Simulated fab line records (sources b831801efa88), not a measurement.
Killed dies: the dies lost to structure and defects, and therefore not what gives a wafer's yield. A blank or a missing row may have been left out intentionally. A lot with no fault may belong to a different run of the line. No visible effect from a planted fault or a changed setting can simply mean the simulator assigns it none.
Which tool was responsible? :: flow gf180mcu :: route of 602 steps, sampled at 1 step: 13 lots, 39 wafers

== WHAT THE GAUGES SHOWED, per wafer ==
GF_V1_CD_MEAS_14: the cd target is 260 nm. Usual: 259.9 nm for cd nm, sd 1.3.
lot: L706
measured: day 18 15:53
on: cd sem-02
cd nm (nm): 258.6 259.5 259.7
flag: 

lot: L707
measured: day 19 06:01
on: cd sem-02
cd nm (nm): 259.9 260.1 260.2
flag: 

lot: L708
measured: day 19 16:31
on: cd sem-02
cd nm (nm): 258.1 258.6 258.7
flag: 

lot: L710
measured: day 20 04:17
on: cd sem-02
cd nm (nm): 258.4 258.7 257.6
flag: 

lot: L712
measured: day 21 04:49
on: cd sem-01
cd nm (nm): 259.2 258.9 258.9
flag: 

lot: L715
measured: day 21 23:29
on: cd sem-01
cd nm (nm): 262.4 261.7 262.3
flag: 

lot: L719
measured: day 23 11:33
on: cd sem-01
cd nm (nm): 259.0 259.4 258.7
flag: 

lot: L720
measured: day 23 16:41
on: cd sem-02
cd nm (nm): 261.1 260.7 259.7
flag: 

lot: L721
measured: day 24 05:48
on: cd sem-01
cd nm (nm): 261.2 260.2 261.9
flag: 

lot: L722
measured: day 24 12:21
on: cd sem-02
cd nm (nm): 258.8 258.7 259.0
flag: 

lot: L723
measured: day 24 23:23
on: cd sem-02
cd nm (nm): 259.4 259.7 259.7
flag: 

lot: L724
measured: day 25 10:34
on: cd sem-02
cd nm (nm): 259.4 260.3 259.4
flag: 

lot: L726
measured: day 26 01:13
on: cd sem-02
cd nm (nm): 257.7 258.7 258.9
flag: 

== WHAT TOOL EACH LOT RAN ON (gives the tool, then ch and the chambers of the sampled wafers, and finally the start) ==
Record: no process step prior to these readings.

== WHAT THE TOOLS THEMSELVES READ (means of the sampled wafers that have a number; where no wafer has one, the mark that the record gives instead) ==
The record holds no such reading with a usual standard deviation.

== THE ANSWER, worked out from the rows above alone ==
Rule: take the mean of a lot's wafers that have a number; if it is more than 3 standard deviations from the usual mean, the lot is off. A lot without any number at a reading at which 4 lots or more have one is off too. The other lots that the step has rows for count as sound. First the gauges in route order, then the tools' own readings, where a lot's mean is used as printed above. At the first step where some lot is off, the reading lying furthest off is the one used; lots without a number count as furthest.
None of the lots is off at any reading shown; this tells nothing.

== WHAT THE SIMULATOR HAD INSERTED ==
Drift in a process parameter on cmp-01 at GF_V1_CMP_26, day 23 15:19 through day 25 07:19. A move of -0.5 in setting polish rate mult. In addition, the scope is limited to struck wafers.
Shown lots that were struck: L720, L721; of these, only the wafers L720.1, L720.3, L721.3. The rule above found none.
